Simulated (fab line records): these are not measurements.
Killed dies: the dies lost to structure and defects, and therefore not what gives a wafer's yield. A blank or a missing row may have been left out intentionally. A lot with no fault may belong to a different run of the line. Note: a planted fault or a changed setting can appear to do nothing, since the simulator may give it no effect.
Which of the tools did it? ; flow sky130 ; Sampling: 11 lots, 33 wafers, 5 of 708 route steps

## WHAT EACH GAUGE READ, for each wafer
SKY_LDD_P_OVL_MEAS_08.
lot;measured;on;LDD_P_OVL (nm)
L268;day 18 23:42;overlay-02;0.4 0.1 1.1
L270;day 19 20:56;overlay-01;0.3 1.3 0.7
L272;day 21 11:53;overlay-01;-0.1 1.9 1.8
L273;day 21 12:29;overlay-01;1.6 -2.1 0.6
L277;day 22 20:17;overlay-02;2.4 0.8 1.1
L281;day 23 22:44;overlay-02;0.7 1.1 0.5
L285;day 25 07:11;overlay-01;-0.3 -0.8 -1.6
L286;day 26 08:47;overlay-02;-0.2 2.5 0.7
L288;day 27 01:28;overlay-02;-0.8 -1.0 -0.5
L289;day 27 07:33;overlay-01;-0.6 2.9 0.6
L290;day 27 07:59;overlay-01;1.2 1.6 2.7

## EACH LOT AND THE TOOL THAT RAN IT (in order: tool; ch and the chambers of the sampled wafers; start)
lot;SKY_VT_ADJUST_PCH_STRIP_09;SKY_GATE_OXIDE_COAT_05;SKY_GATE_OXIDE_STRIP_13;SKY_POLY_GATE_ETCH_15
L268;plasma asher-03 ch 0, day 10 12:16;litho track-02 ch 0, day 13 09:09;plasma asher-03 ch 1, day 13 21:53;rie diel-02 ch 0,3, day 16 08:33
L270;plasma asher-02 ch 0,1, day 11 04:14;litho track-01 ch 0, day 14 02:48;plasma asher-04 ch 0,1, day 14 16:22;rie diel-02 ch 0,3, day 17 05:04
L272;plasma asher-01 ch 0,1, day 12 06:35;litho track-01 ch 0, day 15 09:54;plasma asher-03 ch 0,1, day 16 00:07;rie diel-04 ch 1,2,3, day 18 18:39
L273;plasma asher-02 ch 0,1, day 12 08:32;litho track-02 ch 0, day 15 09:58;plasma asher-04 ch 0,1, day 16 00:17;rie diel-01 ch 0,2, day 18 19:00
L277;plasma asher-03 ch 0,1, day 13 11:13;litho track-02 ch 0, day 16 14:33;plasma asher-03 ch 0, day 17 05:33;rie diel-02 ch 0,2,3, day 20 03:42
L281;plasma asher-03 ch 0, day 14 14:08;litho track-02 ch 0, day 17 19:31;plasma asher-01 ch 0,1, day 18 11:09;rie diel-02 ch 0,1,3, day 21 08:10
L285;plasma asher-02 ch 0,1, day 15 20:38;litho track-03 ch 0, day 19 07:31;plasma asher-04 ch 0,1, day 19 23:11;rie diel-01 ch 1,2, day 22 17:15
L286;plasma asher-03 ch 0,1, day 16 18:02;litho track-01 ch 0, day 20 07:24;plasma asher-01 ch 0,1, day 20 22:56;rie diel-04 ch 1,2,3, day 23 17:30
L288;plasma asher-01 ch 0,1, day 17 12:56;litho track-01 ch 0, day 21 03:36;plasma asher-03 ch 0,1, day 21 19:05;rie diel-01 ch 0,2,3, day 24 12:03
L289;plasma asher-01 ch 0,1, day 17 15:40;litho track-01 ch 0, day 21 07:46;plasma asher-04 ch 0,1, day 21 22:57;rie diel-04 ch 0,1, day 24 18:45
L290;plasma asher-03 ch 0,1, day 17 16:14;litho track-03 ch 0, day 21 09:25;plasma asher-03 ch 0,1, day 22 00:53;rie diel-02 ch 0,3, day 24 18:42
- SKY_VT_ADJUST_PCH_STRIP_09: strips in O2/N2.
- SKY_GATE_OXIDE_COAT_05: resist thk 1140 nm.
- SKY_GATE_OXIDE_STRIP_13: strips in O2/N2.
- SKY_POLY_GATE_ETCH_15: etches BARC in N2/H2, stops on SiO2, time 118.5 s, target depth 110 nm.

## THE ANSWER, worked out from the rows above alone
Rule: the usual values come from the lots themselves. Put in order of their means at a reading, lots are off if they are a third of the lots or fewer, leave a main group of 4 or more, and stand apart from it by a gap of 3 or more times the standard deviation of the main group's means; of several such gaps the widest counts. A main group whose means are all the same, to the digits that the tables above print for the reading, isn't used. A lot without any number at a reading at which 4 lots or more have one is off too. Where the step has rows for the other lots, those lots are counted as sound.
No lot is off on any of the readings shown, so nothing can be concluded from this.

## WHAT THE SIMULATOR HAD PUT IN
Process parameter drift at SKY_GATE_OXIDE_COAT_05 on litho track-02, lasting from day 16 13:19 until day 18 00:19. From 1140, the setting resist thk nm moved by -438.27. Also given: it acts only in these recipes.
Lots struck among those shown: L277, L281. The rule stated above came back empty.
